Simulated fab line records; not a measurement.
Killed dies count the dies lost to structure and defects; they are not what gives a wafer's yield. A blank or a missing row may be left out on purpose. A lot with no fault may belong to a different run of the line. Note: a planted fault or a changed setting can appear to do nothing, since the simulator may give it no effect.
Which tool did it?    flow sky130    11 lots, 33 wafers sampled, at 7 steps of a route of 708

== WHAT THE GAUGES SHOWED, per wafer ==
SKY_SPACER_THK_MEAS_01.
lot   measured      on            SPACER_CVD_00_THK (nm)
L192  day 22 21:32  filmMetro-03  43.5 43.5 43.5
L195  day 23 23:38  filmMetro-02  42.3 42.4 42.5
L196  day 24 10:57  filmMetro-01  42.7 42.4 42.6
L197  day 24 15:04  filmMetro-03  43.2 43.9 43.1
L204  day 27 10:34  filmMetro-03  42.2 42.1 42.8
L206  day 28 10:01  filmMetro-02  42.5 42.8 43.0
L208  day 28 15:39  filmMetro-03  42.4 42.4 42.6
L211  day 29 19:15  filmMetro-02  43.1 43.0 43.2
L212  day 30 03:14  filmMetro-03  43.1 42.9 43.5
L213  day 30 10:26  filmMetro-01  43.7 43.8 43.6
L215  day 31 07:32  filmMetro-02  42.6 43.0 43.0

SKY_LOCAL_INTERCONNECT_RS_MEAS_01: measures by four-point-probe.
lot   measured      on            LOCAL_INTERCONNECT_TIN_RS (ohm/sq)
L192  day 29 05:02  filmMetro-01  14.12 14.16 14.24
L195  day 30 04:45  filmMetro-03  13.89 14.04 13.99
L196  day 30 15:38  filmMetro-03  14.21 14.28 14.22
L197  day 30 18:44  filmMetro-03  14.00 13.93 13.90
L204  day 33 08:58  filmMetro-01  11.78 11.76 11.76
L206  day 34 06:59  filmMetro-01  12.01 11.97 11.96
L208  day 34 12:44  filmMetro-03  12.01 11.99 11.91
L211  day 35 13:59  filmMetro-01  14.25 14.20 14.11
L212  day 35 21:02  filmMetro-01  14.00 14.26 14.21
L213  day 36 04:39  filmMetro-01  14.10 14.00 14.07
L215  day 36 23:23  filmMetro-03  14.25 14.19 14.18

SKY_LOCAL_INTERCONNECT_THK_MEAS_02: measures by xrf.
lot   measured      on            LOCAL_INTERCONNECT_TIN_THK (nm)
L192  day 29 05:10  filmMetro-01  101.7 100.9 100.3
L195  day 30 04:52  filmMetro-03  103.1 102.1 102.9
L196  day 30 15:45  filmMetro-03  100.9 101.0 100.9
L197  day 30 18:51  filmMetro-03  102.3 103.0 103.6
L204  day 33 09:04  filmMetro-01  121.9 121.1 121.6
L206  day 34 07:07  filmMetro-01  118.0 119.6 119.2
L208  day 34 12:52  filmMetro-03  119.5 119.0 119.9
L211  day 35 14:06  filmMetro-01  99.7 100.4 100.7
L212  day 35 21:10  filmMetro-01  101.9 99.8 100.2
L213  day 36 04:44  filmMetro-01  100.8 101.5 101.3
L215  day 36 23:31  filmMetro-03  100.6 101.5 101.3

SKY_CONTACT_OVL_MEAS_15.
lot   measured      on          CONTACT_OVL (nm)
L192  day 31 15:36  overlay-02  2 -3 12
L195  day 32 14:34  overlay-02  6 6 6
L196  day 33 01:04  overlay-02  -3 6 4
L197  day 33 03:28  overlay-01  2 -2 3
L204  day 35 15:37  overlay-02  -2 1 -1
L206  day 36 12:30  overlay-02  0 -1 -1
L208  day 36 18:39  overlay-02  7 7 3
L211  day 37 19:05  overlay-02  -2 1 1
L212  day 38 02:36  overlay-01  -7 -9 1
L213  day 38 10:32  overlay-02  5 6 7
L215  day 39 04:25  overlay-02  9 1 12

== WHICH TOOL RAN EACH LOT (tool, then ch and the chambers of the sampled wafers, then the start) ==
lot   SKY_LI_CONTACT_SPUTTER_20    SKY_LOCAL_INTERCONNECT_SPUTTER_00  SKY_LOCAL_INTERCONNECT_METAL_ETCH_14
L192  pvdSputter-02, day 29 04:19  pvdSputter-04, day 29 04:59        rieMetal-03 ch 0,1, day 30 10:06
L195  pvdSputter-01, day 30 04:01  pvdSputter-03, day 30 04:41        rieMetal-03 ch 0,1, day 31 09:39
L196  pvdSputter-01, day 30 14:53  pvdSputter-03, day 30 15:34        rieMetal-01 ch 1, day 31 19:53
L197  pvdSputter-04, day 30 17:59  pvdSputter-03, day 30 18:40        rieMetal-03 ch 1, day 31 22:52
L204  pvdSputter-02, day 33 08:13  pvdSputter-04, day 33 08:53        rieMetal-04 ch 0,1, day 34 12:03
L206  pvdSputter-01, day 34 06:16  pvdSputter-04, day 34 06:55        rieMetal-04 ch 0,1, day 35 09:36
L208  pvdSputter-02, day 34 11:59  pvdSputter-04, day 34 12:41        rieMetal-01 ch 0,1, day 35 15:19
L211  pvdSputter-04, day 35 13:13  pvdSputter-03, day 35 13:55        rieMetal-03 ch 1, day 36 15:54
L212  pvdSputter-01, day 35 20:19  pvdSputter-03, day 35 20:58        rieMetal-03 ch 0,1, day 36 23:11
L213  pvdSputter-04, day 36 03:52  pvdSputter-02, day 36 04:34        rieMetal-04 ch 0,1, day 37 07:13
L215  pvdSputter-01, day 36 22:40  pvdSputter-02, day 36 23:20        rieMetal-04 ch 0,1, day 38 01:37
- SKY_LI_CONTACT_SPUTTER_20: material TiN, target thk 20 nm, time 80 s.
- SKY_LOCAL_INTERCONNECT_SPUTTER_00: material TiN, target thk 100 nm, time 83.3 s.
- SKY_LOCAL_INTERCONNECT_METAL_ETCH_14: etches TiN in Cl2/BCl3, stops on PSG, target depth 110 nm, time 31.4 s.

== AS READ BY THE TOOLS THEMSELVES (means over the sampled wafers that have a number; for cases with no such wafer, the mark the record gives instead) ==
SKY_LI_CONTACT_SPUTTER_20.
lot   tool           throttleValvePct (%)
L192  pvdSputter-02  30.5
L195  pvdSputter-01  28.9
L196  pvdSputter-01  29.8
L197  pvdSputter-04  30.1
L204  pvdSputter-02  29.8
L206  pvdSputter-01  29.4
L208  pvdSputter-02  29.7
L211  pvdSputter-04  29.3
L212  pvdSputter-01  29.6
L213  pvdSputter-04  29.4
L215  pvdSputter-01  30.8

SKY_LOCAL_INTERCONNECT_SPUTTER_00.
lot   tool           susceptorTempC (C)  throttleValvePct (%)
L192  pvdSputter-04  299.77              30.8
L195  pvdSputter-03  299.59              29.5
L196  pvdSputter-03  299.81              29.8
L197  pvdSputter-03  299.87              29.7
L204  pvdSputter-04  299.97              31.0
L206  pvdSputter-04  299.98              30.1
L208  pvdSputter-04  300.12              30.9
L211  pvdSputter-03  300.28              29.9
L212  pvdSputter-03  300.12              29.6
L213  pvdSputter-02  299.82              28.5
L215  pvdSputter-02  299.94              29.7

SKY_LOCAL_INTERCONNECT_METAL_ETCH_14.
lot   tool         drypumpMotorCurrentA (A)  mfcCl2Sccm (sccm)  oesProductAu (a.u.)  throttleValvePct (%)
L192  rieMetal-03  5.8                       59.95              0.938                21.907
L195  rieMetal-03  5.8                       59.94              0.945                21.902
L196  rieMetal-01  5.5                       59.98              0.936                21.909
L197  rieMetal-03  5.8                       60.02              0.944                21.890
L204  rieMetal-04  5.5                       59.77              0.998                21.865
L206  rieMetal-04  5.7                       59.88              0.995                21.865
L208  rieMetal-01  5.8                       59.96              0.997                21.868
L211  rieMetal-03  5.8                       60.02              0.943                21.902
L212  rieMetal-03  5.8                       59.71              0.938                21.896
L213  rieMetal-04  5.7                       60.08              0.942                21.903
L215  rieMetal-04  5.7                       60.15              0.938                21.904

== THE ANSWER, worked out from the rows above alone ==
Rule: the lots themselves supply what counts as usual. Put in order of their means at a reading, lots are off if they are a third of the lots or fewer, leave a main group of 4 or more, and stand apart from it by a gap of 3 or more times the standard deviation of the main group's means; of several such gaps the widest counts. If all means in a main group match to the digits the tables above print for the reading, that group is not used. A lot without any number at a reading at which 4 lots or more have one is off too. The other lots that the step has rows for count as sound. The gauges are gone through in route order, then the tools' own readings, and for those a lot's mean is taken as printed above. The first step at which some lot is off is used, and at that step the reading that is off furthest; a lot without a number counts as furthest.
Off: L204, L206, L208, seen at SKY_LOCAL_INTERCONNECT_RS_MEAS_01 (LOCAL_INTERCONNECT_TIN_RS). For the main group the mean is 14.12 ohm/sq and the standard deviation 0.1.
If a tool, at a process step before that reading, ran all the lots that are off and no sound lot after the first of them, it fits. The gauges at SKY_LOCAL_INTERCONNECT_RS_MEAS_01 aren't tried: what is off there is off at SKY_LOCAL_INTERCONNECT_METAL_ETCH_14 too, on other tools, and a gauge's error can't cause that. One fits: SKY_LOCAL_INTERCONNECT_SPUTTER_00 on pvdSputter-04. Its last sound lot is L192 (day 29 04:59), its first lot that is off L204 (day 33 08:53): a fault that began between those two fits.

== WHAT HAD BEEN PUT IN BY THE SIMULATOR ==
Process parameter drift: pvdSputter-04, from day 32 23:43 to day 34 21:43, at SKY_LOCAL_INTERCONNECT_SPUTTER_00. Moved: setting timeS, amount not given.
Shown lots that were struck: L204, L206, L208. Same finding as the rule above.
